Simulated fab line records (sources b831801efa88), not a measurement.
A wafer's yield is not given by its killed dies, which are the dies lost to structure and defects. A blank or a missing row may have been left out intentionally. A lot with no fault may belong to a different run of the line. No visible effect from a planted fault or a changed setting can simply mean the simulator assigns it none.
Code-filled problem report in 8D (eight disciplines) form :: flow sky130 :: the parts of the form that need people (team, actions taken, sign-off) are left out

## 1. THE ISSUE
Mean PASSIVATION_CVD_02_THK at SKY_PASSIVATION_THK_MEAS_03: 598 nm over 6 wafers in 2 lots; fault-free wafers: 541 nm, standard deviation 6.6. That is +8.6 standard deviations from the usual mean.
Seen first at day 47 03:25 on film_metro-02, wafer L779.2. At this step, 33 wafers from 11 lots have a number in the record. Rule for "out" (also "out of limits"): further than 4 standard deviations from the usual mean. All remaining wafers that have a number are taken as sound.

## 2. WHAT IT IS, WHAT IT ISN'T
question: which readings at this step
is: PASSIVATION_CVD_02_THK
is not: -

question: which lots
is: L779, L780
is not: L767, L768, L769, L771, L774, L778, L785, L787, L788

question: which wafers of those lots
is: all that have a number
is not: -

question: read on which gauges
is: film_metro-02
is not: film_metro-01, film_metro-03

question: when
is: from day 47 03:25
is not: up to then (18 sound wafers); but 9 sound wafers of L785, L787, L788 came after

## 3. WHAT RULES OUT EACH SUSPECT
Counting: a tool at a process step up to the reading stays a suspect if it ran every lot that is out and no sound lot after the first of them.
- the gauge at SKY_PASSIVATION_THK_MEAS_03: ruled out. All the wafers that are out were read on film_metro-02, but those of them that SKY_PASSIVATION_CVD_02 has rows for are out there too, on other tools.
- cmp-02 at SKY_VIA4_CMP_02 (polishes SiO2): ruled out as a lasting fault. Following L779 (day 45 08:17), the first lot on it that is out, the sound lots L785 were run on it.
- cmp-01 at SKY_VIA4_CMP_21 (polishes, stops on SiO2, t overpolish 25 s, target thk 0 nm): ruled out as a lasting fault. Following L779 (day 46 06:38), the first lot on it that is out, the sound lots L785, L787 were run on it.
- pecvd-04 at SKY_PASSIVATION_CVD_02 (deposits Si3N4, target thk 540 nm): kept. Every lot that is out went through it, starting with L779 (day 47 03:05), and after that it ran no sound lot; the last sound lot it ran before then is L778 (day 46 21:55). Its own rf_fwd_power_W readings are out on those wafers.
After counting, what remains is pecvd-04 at SKY_PASSIVATION_CVD_02.

## 4. THE CAUSE (what the simulator had put in)
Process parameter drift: pecvd-04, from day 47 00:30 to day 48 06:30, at SKY_PASSIVATION_CVD_02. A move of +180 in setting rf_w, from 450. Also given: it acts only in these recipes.
Counting left only this tool.

## 5. SEQUENCE OF EFFECTS, ordered by route
One row per reading whose mean, taken over the struck wafers that have a number, lies over 3 standard deviations from the usual. Scope: only readings with a usual standard deviation given in the record; hours: median across lots of the time from each lot's start at the first step in this table that gives one to its start at this step; sigmas: change in usual standard deviations.
hours: 0
step: SKY_PASSIVATION_CVD_02
reading: rf_fwd_power_W
usual: 449.3 W
on struck wafers: 629.9
change: +180.6
sigmas: +99 or more

hours: 0
step: SKY_PASSIVATION_THK_MEAS_03
reading: PASSIVATION_CVD_02_THK
usual: 541 nm
on struck wafers: 598
change: +57
sigmas: +8.6
It contains these process steps:
- SKY_PASSIVATION_CVD_02: deposits Si3N4, target thk 540 nm.

## 6. WHAT WOULD HAVE CAUGHT IT SOONER
The first out-of-limits reading at a measuring or inspecting step in this record came at day 47 03:25, 3 hours after the fault's start at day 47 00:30.
Tool's own readings at SKY_PASSIVATION_CVD_02, rf_fwd_power_W: out on all struck wafers the step has rows for; an alarm limit on them would have tripped on the first.
L780, from the lots that are out (2), started SKY_PASSIVATION_CVD_02 on pecvd-04 later than day 47 03:25. It would have been spared by a hold on the tool at that moment.
